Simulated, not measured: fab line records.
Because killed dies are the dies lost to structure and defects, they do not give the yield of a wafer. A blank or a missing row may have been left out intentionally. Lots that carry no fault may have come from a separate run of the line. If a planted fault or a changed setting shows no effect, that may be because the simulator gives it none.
A lot that was struck, set against a sound lot | flow sky130 | 17 out of 708 route steps
Sound: these wafers, L424.3, L424.4, L424.6. Wafers struck: L432.1, L432.2, L432.4. The cause comes at the end.
Per side, at each step with rows, come the tool, then ch with its chambers, and then its first start. Under that, the readings that differ: sound wafers | struck wafers | difference of the means | sigmas: that difference in standard deviations of wafers without a fault.
alike: readings with means less than 2 such deviations apart, plus words and numbers identical on both sides. not compared: withheld readings, readings lacking a value on some wafer, bounds such as >300 that could conceal the same value, and numbers that have no deviation in the record and whose values overlap.
A row with sigmas, a row that says differs or no value, or rows on one side alone: a step with any of these is where the two part. Numbers that have no deviation but don't overlap get no sigmas and don't part them. A reading that every wafer of one side lacks parts them only if that side has two wafers or more.

SKY_LDD_HVP_TW_MEAS_10:
  sound: filmMetro-03 at day 22 02:17; struck: filmMetro-03 at day 24 23:55
  alike: LDD_HVP_TW
then, 7 steps without rows for these wafers: SKY_LDD_LDN_DEHYDRATE_00 (time 60 s); SKY_LDD_LDN_HMDS_01 (prime time 60 s); SKY_LDD_LDN_COAT_02 (resist thk 1140 nm); SKY_LDD_LDN_SOFTBAKE_03 (time 60 s); SKY_LDD_LDN_EXPOSE_04 (exposes mask LDNTM, target cd 700 nm); SKY_LDD_LDN_PEB_05; SKY_LDD_LDN_DEVELOP_06 (develop time 60 s).
SKY_LDD_LDN_OVL_MEAS_07:
  sound: overlay-02 at day 23 08:28; struck: overlay-02 at day 26 05:18
  alike: LDD_LDN_OVL
then, 3 steps without rows for these wafers: SKY_LDD_LDN_IMPLANT_08; SKY_LDD_LDN_IMPLANT_09; SKY_LDD_LDN_IMPLANT_10.
SKY_LDD_LDN_IMPLANT_11:
  sound on implanter-03 ch 0, day 23 08:59; struck on implanter-03 ch 0, day 26 06:06
SKY_LDD_LDN_STRIP_12: strips in O2/N2.
  sound on plasmaAsher-02 ch 0,1, day 23 09:07; struck on plasmaAsher-01 ch 0,1, day 26 06:15
  alike: drypumpMotorCurrentA, o2FlowSccm, oesProductAu, stripTimeToEndpointS
  not compared: rfHoursCounterH
SKY_LDD_LDN_TW_MEAS_13:
  sound: filmMetro-03 at day 23 09:12; struck: filmMetro-03 at day 26 06:21
reading    | sound          | struck         | difference | sigmas
LDD_LDN_TW | 1485 1485 1484 | 1597 1594 1595 | +111       | +9
then, 1 step without rows for these wafers: SKY_LDD_LDN_CLEAN_14 (cleans in SC1/SC2, time 150 s).
-- the record jumps here: 22 days lie between the struck wafers' starts before and after (it left off in module LDD_LDN and takes up again in module PAD_OPEN, whose first step shown is number 708 of the route) --
SKY_PAD_OPEN_PROBE_99:
  the record has rows for the struck wafers here (prober-01, day 48 01:22) and none for the sound ones

== WHERE THEY PART ==
Earliest at SKY_LDD_LDN_TW_MEAS_13; latest, in this record, at SKY_PAD_OPEN_PROBE_99.

WHY: whatever the simulator had introduced
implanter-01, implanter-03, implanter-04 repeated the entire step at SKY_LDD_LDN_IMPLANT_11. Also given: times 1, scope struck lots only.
